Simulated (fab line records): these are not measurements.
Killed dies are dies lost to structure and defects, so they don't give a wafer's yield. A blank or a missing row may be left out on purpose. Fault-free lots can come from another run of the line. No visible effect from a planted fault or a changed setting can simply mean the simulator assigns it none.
Which tool is to blame? | flow sky130 | Sampling: 12 lots, 36 wafers, 3 of 708 route steps

== WHAT THE GAUGES READ, wafer by wafer ==
SKY_VIA3_OVL_MEAS_13.
lot  | measured     | on         | VIA3_OVL (nm)
L199 | day 39 13:40 | overlay-01 | -12 -11 -9
L200 | day 39 16:37 | overlay-02 | 0 0 -1
L201 | day 39 17:32 | overlay-02 | -14 -6 -15
L203 | day 41 07:05 | overlay-01 | 10 5 5
L205 | day 43 11:52 | overlay-01 | -7 1 -2
L206 | day 43 15:32 | overlay-01 | 3 -2 -2
L210 | day 43 16:28 | overlay-02 | 0 -5 -5
L212 | day 43 18:26 | overlay-01 | -6 -2 0
L214 | day 43 19:26 | overlay-01 | -3 -2 4
L215 | day 44 06:23 | overlay-01 | -11 -5 -16
L218 | day 44 20:41 | overlay-01 | -1 -3 -3
L222 | day 46 11:59 | overlay-01 | -3 -4 0

== TOOL THAT RAN EACH LOT (tool first, then ch and the chambers of the sampled wafers, then the start) ==
lot  | SKY_METAL3_ETCH_16                | SKY_VIA3_CMP_02
L199 | rie metal-03 ch 0,1, day 38 10:27 | cmp-02 ch 0,1,3, day 38 11:40
L200 | rie metal-03 ch 0,1, day 38 12:52 | cmp-02 ch 0,2,3, day 38 14:04
L201 | rie metal-03 ch 0,1, day 38 14:09 | cmp-02 ch 0,2, day 38 15:19
L203 | rie metal-04 ch 0,1, day 40 05:23 | cmp-01 ch 0,1,3, day 40 06:41
L205 | rie metal-02 ch 0,1, day 42 11:05 | cmp-01 ch 0,1,2, day 42 12:16
L206 | rie metal-02 ch 0,1, day 42 14:08 | cmp-01 ch 0,2,3, day 42 15:17
L210 | rie metal-02 ch 0,1, day 42 15:14 | cmp-01 ch 0,3, day 42 16:22
L212 | rie metal-04 ch 0,1, day 42 16:32 | cmp-02 ch 2,3, day 42 17:53
L214 | rie metal-03 ch 0,1, day 42 17:50 | cmp-01 ch 0,1,2, day 42 18:57
L215 | rie metal-03 ch 0,1, day 43 06:53 | cmp-02 ch 0,1,3, day 43 08:04
L218 | rie metal-03 ch 0,1, day 43 21:53 | cmp-02 ch 0,1,2, day 43 23:02
L222 | rie metal-04 ch 0,1, day 45 13:08 | cmp-01 ch 0,1,2, day 45 14:32
- SKY_METAL3_ETCH_16: etches BARC in N2/H2, stops on SiO2, time 88.2 s, target depth 60 nm.
- SKY_VIA3_CMP_02: polishes SiO2.

== WHAT THE TOOLS THEMSELVES READ (means of the sampled wafers that have a number; where no wafer has one, the mark that the record gives instead) ==
SKY_METAL3_ETCH_16.
lot  | tool         | drypump motor current A (A) | oes product au (a.u.) | throttle valve pct (%)
L199 | rie metal-03 | 6.0                         | 0.628                 | 13.211
L200 | rie metal-03 | 6.0                         | 0.623                 | 13.204
L201 | rie metal-03 | 6.0                         | 0.620                 | 13.195
L203 | rie metal-04 | 5.2                         | 0.621                 | 13.203
L205 | rie metal-02 | 6.2                         | 0.623                 | 13.198
L206 | rie metal-02 | 5.8                         | 0.627                 | 13.208
L210 | rie metal-02 | 5.8                         | 0.623                 | 13.201
L212 | rie metal-04 | 5.2                         | 0.624                 | 13.206
L214 | rie metal-03 | 6.0                         | 0.623                 | 13.209
L215 | rie metal-03 | 6.0                         | 0.624                 | 13.199
L218 | rie metal-03 | 6.0                         | 0.619                 | 13.203
L222 | rie metal-04 | 5.6                         | 0.625                 | 13.204

SKY_VIA3_CMP_02.
lot  | tool   | motor current A (A) | slurry filter dp kPa (kPa)
L199 | cmp-02 | 11.7                | 13.53
L200 | cmp-02 | 10.8                | 13.62
L201 | cmp-02 | 10.9                | 13.52
L203 | cmp-01 | 12.1                | 13.43
L205 | cmp-01 | 11.6                | 13.52
L206 | cmp-01 | 11.7                | 13.44
L210 | cmp-01 | 11.5                | 13.39
L212 | cmp-02 | 11.2                | 13.51
L214 | cmp-01 | 12.4                | 13.44
L215 | cmp-02 | 11.6                | 13.44
L218 | cmp-02 | 11.3                | 13.50
L222 | cmp-01 | 11.8                | 13.57

== THE ANSWER, worked out from the rows above alone ==
Rule: the lots themselves supply what counts as usual. The widest of any qualifying gaps counts: lots, ordered by their means at a reading, are off when they make up no more than a third of the lots, leave a main group of 4 or more, and stand apart from it by 3 or more times the standard deviation of that group's means. The tables above print the reading to a certain number of digits; a main group whose means all agree to those digits is not used. A lot without any number at a reading at which 4 lots or more have one is off too. All remaining lots with rows at the step are treated as sound. First the gauges in route order, then the tools' own readings, where a lot's mean is used as printed above. The first step at which some lot is off is used, and at that step the reading that is off furthest; a lot without a number counts as furthest.
No lot is off at any reading shown: from this, nothing can be told.

== WHAT THE SIMULATOR HAD INSERTED ==
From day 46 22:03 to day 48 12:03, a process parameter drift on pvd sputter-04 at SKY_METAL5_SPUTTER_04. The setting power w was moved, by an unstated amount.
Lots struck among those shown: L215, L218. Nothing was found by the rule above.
